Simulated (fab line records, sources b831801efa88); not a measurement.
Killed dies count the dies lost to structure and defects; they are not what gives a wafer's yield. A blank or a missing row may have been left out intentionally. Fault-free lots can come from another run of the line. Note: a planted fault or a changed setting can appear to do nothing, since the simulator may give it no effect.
Which tool is to blame?    flow gf180mcu    7 lots with 21 wafers sampled at 2 steps, on a route of 602 steps

== WHAT EACH GAUGE READ, for each wafer ==
GF_HV_LDD_THK_MEAS_55.
lot   measured      on             HV_LDD_CVD_54_THK (nm)
L789  day 13 03:40  film_metro-03  10.13 10.13 10.10
L791  day 14 03:25  film_metro-03  9.84 9.84 10.01
L794  day 15 04:23  film_metro-04  10.10 9.93 10.13
L797  day 15 18:43  film_metro-04  10.01 9.88 9.94
L800  day 17 02:50  film_metro-04  9.88 9.83 9.93
L802  day 17 13:43  film_metro-04  8.64 8.58 8.72 8.60 8.57 8.75
L807  day 19 06:49  film_metro-03  8.95 8.94 8.84 8.95 8.97 8.84

== WHICH TOOL RAN EACH LOT (tool, then ch and the chambers of the sampled wafers, then the start) ==
lot   GF_HV_LDD_CVD_54
L789  lpcvd-02 ch 1, day 13 02:38
L791  lpcvd-01 ch 1, day 14 02:23
L794  lpcvd-01 ch 1, day 15 03:22
L797  lpcvd-02 ch 0, day 15 17:41
L800  lpcvd-01 ch 1, day 17 01:49
L802  lpcvd-02 ch 0, day 17 12:41
L807  lpcvd-02 ch 0, day 19 05:17
- GF_HV_LDD_CVD_54: deposits SiO2 from TEOS, target thk 10 nm, time 75 s.

== THE ANSWER, worked out from the rows above alone ==
Rule: the usual values come from the lots themselves. Put in order of their means at a reading, lots are off if they are a third of the lots or fewer, leave a main group of 4 or more, and stand apart from it by a gap of 3 or more times the standard deviation of the main group's means; of several such gaps the widest counts. If all means in a main group match to the digits the tables above print for the reading, that group is not used. Also off: a lot with no number at a reading for which 4 or more lots have one. All remaining lots with rows at the step are treated as sound.
Off: at GF_HV_LDD_THK_MEAS_55 (HV_LDD_CVD_54_THK), L802, L807. Mean 9.98 nm and standard deviation 0.093 in the main group.
A tool fits if, at a process step before that reading, it ran every lot that is off, and no sound lot after the first of them. Gauges at GF_HV_LDD_THK_MEAS_55: tried the same way as those tools. One fits: GF_HV_LDD_CVD_54 on lpcvd-02. A fault onset in the window from L797 (day 15 17:41, its last sound lot) to L802 (day 17 12:41, its first lot off) fits.

== WHAT HAD BEEN PUT IN BY THE SIMULATOR ==
Site profile drift: lpcvd-02, from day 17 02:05 on, at GF_HV_LDD_CVD_54. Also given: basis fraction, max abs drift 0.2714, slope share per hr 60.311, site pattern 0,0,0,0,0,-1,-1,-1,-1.
Shown lots that were struck: L802, L807. Same finding as the rule above.
